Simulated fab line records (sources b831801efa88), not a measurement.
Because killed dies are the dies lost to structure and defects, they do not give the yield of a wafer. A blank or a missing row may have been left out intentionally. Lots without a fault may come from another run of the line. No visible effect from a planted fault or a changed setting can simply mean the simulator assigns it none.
Comparing a struck lot with a sound one -- flow gf180mcu -- 18 steps out of a route of 602
Sound: wafers L201.1, L201.4, L201.6. The struck wafers were L191.1, L191.2, L191.5. The cause is named last.
Per side, at each step with rows, come the tool, then ch with its chambers, and then its first start. Under that, the readings that differ: sound wafers -- struck wafers -- difference of the means -- sigmas: that difference in standard deviations of wafers without a fault.
alike: a reading whose means differ by less than 2 such deviations, as well as words and numbers matching on both sides. not compared: withheld readings; readings where some wafer has no value; bounds like >300 that might hide an equal value; numbers whose values overlap and for which the record gives no deviation.
The two part at a step that has a row with sigmas, a row that says differs or no value, or rows on one side only. When numbers do not overlap yet have no deviation, they are printed without sigmas and do not part them. A reading that every wafer of one side lacks parts them only if that side has two wafers or more.

first, 3 steps without rows for these wafers: GF_V4_EXPOSE_11 (exposes mask Via4, target cd 260 nm); GF_V4_PEB_12 (peb time 90 s); GF_V4_DEVELOP_13 (develop time 60 s).
GF_V4_CD_MEAS_14: the cd target is 260 nm.
  sound on cd_sem-02, day 30 18:24; struck on cd_sem-01, day 27 08:14
  alike: cd_nm
GF_V4_OVL_MEAS_15:
  sound on overlay-01, day 30 18:31; struck on overlay-02, day 27 08:22
  alike: V4_OVL
GF_V4_ETCH_16: etches BARC in N2/H2.
  sound on rie_diel-01 ch 1,3, day 30 18:33; struck on rie_diel-02 ch 0,2, day 27 08:24
  alike: chamber_pressure_mTorr, drypump_motor_current_A, oes_product_au, throttle_valve_pct
GF_V4_ETCH_17: etches SiO2 in C4F8/O2/Ar, stops on TiN, target depth 630 nm.
  sound on rie_diel-01 ch 1,3; struck on rie_diel-02 ch 0,2
  alike: chamber_pressure_mTorr, oes_product_au
then, 3 steps without rows for these wafers: GF_V4_STRIP_18 (strips in O2/N2); GF_V4_STRIP_19 (strips in post etch residue remover, time 1200 s); GF_V4_CLEAN_20 (cleans in DIW).
GF_V4_SPUTTER_21: material Ti, target thk 15 nm, time 80.02 s.
  sound on pvd_sputter-03, day 30 19:17; struck on pvd_sputter-04, day 27 09:04
  alike: throttle_valve_pct
GF_V4_SPUTTER_22: material TiN, target thk 10 nm, time 40 s.
  sound on pvd_sputter-03, day 30 19:20; struck on pvd_sputter-04, day 27 09:08
  alike: throttle_valve_pct
GF_V4_CVD_23: deposits W, target thk 350 nm, time 104.9 s.
  sound on cvd_w-01 ch 1, day 30 19:23; struck on cvd_w-01 ch 0,1, day 27 09:10
reading,sound,struck,difference,sigmas
chamber_pressure_Torr (Torr),40.05 40.01 39.93,60.40 60.45 60.54,+20.47,+99 or more
model.W_of_V4_CVD_23.thk_nm (nm),347.7 346.3 345.3,429.7 426.9 428.8,+82.0,
  alike: heater_power_w, susceptor_temp_C
GF_V4_RS_MEAS_24: a four-point-probe measurement.
  sound on film_metro-01, day 30 19:30; struck on film_metro-03, day 27 09:17
reading,sound,struck,difference,sigmas
V4_W_RS (ohm/sq),0.330 0.332 0.333,0.266 0.268 0.266,-0.065,-16
GF_V4_THK_MEAS_25: measures by xrf.
  sound on film_metro-01, day 30 19:37; struck on film_metro-03, day 27 09:24
reading,sound,struck,difference,sigmas
V4_W_THK (nm),353 350 349,416 413 414,+64,+9
GF_V4_CMP_26: polishes, stops on SiO2, t overpolish 15 s, target thk 0 nm.
  sound on cmp-01 ch 0,2,3, day 30 19:47; struck on cmp-02 ch 0,3, day 27 09:28
reading,sound,struck,difference,sigmas
motor_current_A (A),10.3 9.4 10.9,14.8 10.9 14.6,+3.2,+2
time_to_endpoint_s (s),85 80 82,103 106 103,+22,+7
  alike: head_pressure_psi
GF_MIM_SPUTTER_00: material Ti, target thk 37.5 nm, time 150 s.
  sound on pvd_sputter-03, day 30 19:59; struck on pvd_sputter-02, day 27 09:46
  alike: throttle_valve_pct
-- the record jumps here: 4 days lie between the struck wafers' starts before and after (it left off in module MIM and takes up again in module PASSIVATION, whose first step shown is number 602 of the route) --
GF_PASSIVATION_PROBE_99:
  record: rows for the struck wafers here (prober-02, day 31 14:21), none for the sound ones

== WHERE THEY PART ==
Last at GF_PASSIVATION_PROBE_99 as far as this record goes, first at GF_V4_CVD_23.

WHY: what the simulator had put in
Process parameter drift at GF_V4_CVD_23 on cvd_w-01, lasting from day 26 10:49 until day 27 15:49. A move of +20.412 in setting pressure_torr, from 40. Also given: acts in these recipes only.
